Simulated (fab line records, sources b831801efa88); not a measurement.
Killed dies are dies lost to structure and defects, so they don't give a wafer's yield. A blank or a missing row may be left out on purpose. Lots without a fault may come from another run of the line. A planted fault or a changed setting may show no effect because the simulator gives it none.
Which tool did it? | flow sky130 | 14 lots, 41 wafers sampled, at 4 steps of a route of 708

WHAT THE GAUGES READ, wafer by wafer
SKY_VIA1_OVL_MEAS_13.
lot  | measured     | on         | VIA1_OVL (nm)
L180 | day 34 15:29 | overlay-02 | -5 -4 -4
L183 | day 35 05:41 | overlay-02 | 5 -3 2
L185 | day 35 15:35 | overlay-01 | 2 2 -5
L187 | day 36 06:13 | overlay-02 | -5 -6 2
L186 | day 36 11:46 | overlay-02 | -9 8 4
L188 | day 36 12:07 | overlay-01 | -9 0 -12
L189 | day 36 22:09 | overlay-02 | 11 1 10
L190 | day 37 07:45 | overlay-01 | 3 5 -5
L192 | day 37 18:26 | overlay-02 | -8 -4 -4
L193 | day 38 00:08 | overlay-02 | -3 5 -8
L198 | day 39 16:00 | overlay-01 | 9 4
L200 | day 40 04:14 | overlay-01 | -3 0 -5
L201 | day 40 10:47 | overlay-01 | -7 -5 -13
L202 | day 40 13:14 | overlay-01 | -7 0 -8

SKY_VIA2_CD_MEAS_12: target cd 200 nm.
lot  | measured     | on        | cd_nm (nm)
L180 | day 36 23:00 | cd_sem-01 | 200.8 200.3 200.4
L183 | day 37 12:00 | cd_sem-01 | 201.7 202.8 202.4
L185 | day 37 22:18 | cd_sem-01 | 197.7 198.5 198.4
L187 | day 38 12:02 | cd_sem-01 | 199.7 199.7 198.9
L186 | day 38 16:42 | cd_sem-02 | 202.4 201.4 203.1
L188 | day 38 17:02 | cd_sem-02 | 201.4 200.7 200.9
L189 | day 39 04:17 | cd_sem-02 | 197.2 198.4 199.2
L190 | day 39 13:01 | cd_sem-02 | 201.3 201.8 201.6
L192 | day 39 23:52 | cd_sem-01 | 200.0 200.0 200.7
L193 | day 40 04:54 | cd_sem-01 | 201.7 201.2 199.5
L198 | day 41 18:29 | cd_sem-02 | 163.1 148.1
L200 | day 42 07:08 | cd_sem-01 | 188.4 196.4 174.0
L201 | day 42 14:08 | cd_sem-02 | 199.8 199.0 198.3
L202 | day 42 16:19 | cd_sem-02 | 201.7 200.3 199.4

WHICH TOOL RAN EACH LOT (tool, then ch and the chambers of the sampled wafers, then the start)
lot  | SKY_METAL2_METAL_ETCH_19          | SKY_VIA2_EXPOSE_09
L180 | rie_metal-02 ch 0,1, day 35 19:40 | krf_scanner-02 ch 0, day 36 10:18
L183 | rie_metal-01 ch 0,1, day 36 08:56 | krf_scanner-01 ch 0, day 36 23:28
L185 | rie_metal-02 ch 0,1, day 36 19:41 | krf_scanner-02 ch 0, day 37 10:21
L187 | rie_metal-01 ch 1, day 37 09:53   | krf_scanner-02 ch 0, day 37 23:27
L186 | rie_metal-01 ch 0,1, day 37 14:41 | krf_scanner-02 ch 0, day 38 03:52
L188 | rie_metal-02 ch 0,1, day 37 14:53 | krf_scanner-01 ch 0, day 38 04:46
L189 | rie_metal-02 ch 0,1, day 38 01:21 | krf_scanner-01 ch 0, day 38 15:43
L190 | rie_metal-02 ch 0,1, day 38 10:44 | krf_scanner-02 ch 0, day 39 00:34
L192 | rie_metal-01 ch 0, day 38 21:31   | krf_scanner-02 ch 0, day 39 12:19
L193 | rie_metal-02 ch 0,1, day 39 02:37 | krf_scanner-01 ch 0, day 39 17:22
L198 | rie_metal-01 ch 0,1, day 40 17:37 | krf_scanner-01 ch 0, day 41 06:50
L200 | rie_metal-03 ch 0,1, day 41 06:14 | krf_scanner-01 ch 0, day 41 19:32
L201 | rie_metal-01 ch 0,1, day 41 13:03 | krf_scanner-02 ch 0, day 42 02:17
L202 | rie_metal-02 ch 0,1, day 41 15:34 | krf_scanner-02 ch 0, day 42 04:19
- SKY_METAL2_METAL_ETCH_19: etches the open film in Cl2/BCl3, stops on SiO2, target depth 360 nm, time 78 s.
- SKY_VIA2_EXPOSE_09: exposes mask VIM2, target cd 200 nm.

WHAT THE TOOLS THEMSELVES READ (means of the sampled wafers that have a number; where no wafer has one, the mark that the record gives instead)
SKY_METAL2_METAL_ETCH_19.
lot  | tool         | drypump_motor_current_A (A) | oes_product_au (a.u.) | throttle_valve_pct (%)
L180 | rie_metal-02 | 5.7                         | 0.851                 | 22.264
L183 | rie_metal-01 | 5.2                         | 0.858                 | 22.267
L185 | rie_metal-02 | 5.5                         | 0.861                 | 22.271
L187 | rie_metal-01 | 5.6                         | 0.860                 | 22.267
L186 | rie_metal-01 | 5.4                         | 0.851                 | 22.265
L188 | rie_metal-02 | 5.5                         | 0.853                 | 22.271
L189 | rie_metal-02 | 5.5                         | 0.857                 | 22.268
L190 | rie_metal-02 | 5.7                         | 0.855                 | 22.255
L192 | rie_metal-01 | 5.0                         | 0.859                 | 22.258
L193 | rie_metal-02 | 5.5                         | 0.844                 | 22.271
L198 | rie_metal-01 | 5.3                         | 0.857                 | 22.262
L200 | rie_metal-03 | 6.2                         | 0.857                 | 22.268
L201 | rie_metal-01 | 5.2                         | 0.854                 | 22.270
L202 | rie_metal-02 | 5.5                         | 0.855                 | 22.262

SKY_VIA2_EXPOSE_09.
lot  | tool           | exposure_dose_mJ_cm2
L180 | krf_scanner-02 | 38.05
L183 | krf_scanner-01 | 37.98
L185 | krf_scanner-02 | 37.91
L187 | krf_scanner-02 | 37.97
L186 | krf_scanner-02 | 38.00
L188 | krf_scanner-01 | 37.99
L189 | krf_scanner-01 | 38.02
L190 | krf_scanner-02 | 37.99
L192 | krf_scanner-02 | 38.03
L193 | krf_scanner-01 | 37.98
L198 | krf_scanner-01 | 40.33
L200 | krf_scanner-01 | 41.09
L201 | krf_scanner-02 | 37.99
L202 | krf_scanner-02 | 37.97

THE ANSWER, worked out from the rows above alone
Rule: what is usual is taken from the lots themselves. Put in order of their means at a reading, lots are off if they are a third of the lots or fewer, leave a main group of 4 or more, and stand apart from it by a gap of 3 or more times the standard deviation of the main group's means; of several such gaps the widest counts. A main group whose means are all the same, to the digits that the tables above print for the reading, isn't used. A lot without any number at a reading at which 4 lots or more have one is off too. The other lots that the step has rows for count as sound. The gauges are gone through in route order, then the tools' own readings, and for those a lot's mean is taken as printed above. The first step at which some lot is off is used, and at that step the reading that is off furthest; a lot without a number counts as furthest.
Off: L198, L200, at SKY_VIA2_CD_MEAS_12 (cd_nm). The main group: mean 200.3 nm, standard deviation 1.3.
A tool fits if, at a process step before that reading, it ran every lot that is off, and no sound lot after the first of them. The gauges at SKY_VIA2_CD_MEAS_12 aren't tried: what is off there is off at SKY_VIA2_EXPOSE_09 too, on other tools, and a gauge's error can't cause that. One fits: krf_scanner-01 at SKY_VIA2_EXPOSE_09. Its last sound lot is L193 (day 39 17:22), its first lot that is off L198 (day 41 06:50): a fault that began between those two fits.
The tool's own readings at SKY_VIA2_EXPOSE_09 bear it out: on the lots that are off they differ by more than 5 times the standard deviation of the sound lots' means. exposure_dose_mJ_cm2 reads 40.71 there against 37.99 on the sound lots.

WHAT THE SIMULATOR HAD PUT IN
Process parameter drift: krf_scanner-01, from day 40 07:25 on, at SKY_VIA2_EXPOSE_09. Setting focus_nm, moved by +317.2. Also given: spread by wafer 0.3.
Lots struck among those shown: L198, L200. The rule above found the same.
